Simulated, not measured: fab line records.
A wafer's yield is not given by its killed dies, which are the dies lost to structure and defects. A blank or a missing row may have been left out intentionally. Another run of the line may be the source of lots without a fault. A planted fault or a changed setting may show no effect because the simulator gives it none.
Which of the tools did it? | flow sky130 | 13 lots with 39 wafers sampled at 2 steps, on a route of 708 steps

## WHAT THE GAUGES READ, wafer by wafer
SKY_VIA4_BOW_MEAS_03. Usual: for VIA4_BOW the level is 79 um and the standard deviation is 8.4.
lot  | measured     | on            | VIA4_BOW (um) | flag
L818 | day 43 17:14 | film_metro-04 | 88 91 75      |
L819 | day 43 20:46 | film_metro-04 | 66 72 68      |
L820 | day 44 10:59 | film_metro-01 | 81 80 78      |
L821 | day 44 17:41 | film_metro-03 | 86 72 96      |
L822 | day 44 22:32 | film_metro-04 | 74 69 69      |
L824 | day 45 03:47 | film_metro-03 | 78 77 77      |
L825 | day 45 15:22 | film_metro-04 | 81 72 82      |
L827 | day 45 23:45 | film_metro-03 | 79 74 90      |
L829 | day 46 07:19 | film_metro-03 | 66 72 77      |
L834 | day 47 14:14 | film_metro-04 | 79 79 90      |
L835 | day 47 20:13 | film_metro-03 | 94 84 93      |
L836 | day 48 04:00 | film_metro-01 | 73 73 84      |
L837 | day 48 06:37 | film_metro-01 | 80 80 73      |

## EACH LOT AND THE TOOL THAT RAN IT (in order: tool; ch and the chambers of the sampled wafers; start)
lot  | SKY_METAL1_SPUTTER_04
L818 | pvd_sputter-02, day 33 17:41
L819 | pvd_sputter-02, day 33 23:18
L820 | pvd_sputter-01, day 34 14:00
L821 | pvd_sputter-02, day 34 21:32
L822 | pvd_sputter-02, day 35 05:23
L824 | pvd_sputter-02, day 35 10:12
L825 | pvd_sputter-03, day 36 00:20
L827 | pvd_sputter-02, day 36 13:06
L829 | pvd_sputter-02, day 36 20:16
L834 | pvd_sputter-03, day 38 12:02
L835 | pvd_sputter-01, day 38 18:10
L836 | pvd_sputter-01, day 39 02:49
L837 | pvd_sputter-03, day 39 07:59
- SKY_METAL1_SPUTTER_04: material TiN, target thk 70 nm, time 58.3 s.

## WHAT THE TOOLS THEMSELVES READ (means of the sampled wafers that have a number; where no wafer has one, the mark that the record gives instead)
SKY_METAL1_SPUTTER_04. Usual: throttle_valve_pct reads 30.6 % (standard deviation 1.2).
lot  | tool           | throttle_valve_pct (%) | flag
L818 | pvd_sputter-02 | 33.0                   |
L819 | pvd_sputter-02 | 30.9                   |
L820 | pvd_sputter-01 | 30.6                   |
L821 | pvd_sputter-02 | 30.8                   |
L822 | pvd_sputter-02 | 31.9                   |
L824 | pvd_sputter-02 | 31.9                   |
L825 | pvd_sputter-03 | 30.4                   |
L827 | pvd_sputter-02 | 31.8                   |
L829 | pvd_sputter-02 | 31.3                   |
L834 | pvd_sputter-03 | 29.8                   |
L835 | pvd_sputter-01 | 30.5                   |
L836 | pvd_sputter-01 | 30.6                   |
L837 | pvd_sputter-03 | 29.8                   |

## THE ANSWER, worked out from the rows above alone
Rule: lot off if the mean of its wafers having a number is beyond 3 standard deviations from the usual mean. Also off: a lot with no number at a reading for which 4 or more lots have one. All remaining lots with rows at the step are treated as sound. Order of review: gauges by route order, followed by the tools' own readings, for which a lot's mean as printed above is used. At the first step where some lot is off, the reading lying furthest off is the one used; lots without a number count as furthest.
None of the lots is off at any reading shown; this tells nothing.

## WHAT THE SIMULATOR PUT IN
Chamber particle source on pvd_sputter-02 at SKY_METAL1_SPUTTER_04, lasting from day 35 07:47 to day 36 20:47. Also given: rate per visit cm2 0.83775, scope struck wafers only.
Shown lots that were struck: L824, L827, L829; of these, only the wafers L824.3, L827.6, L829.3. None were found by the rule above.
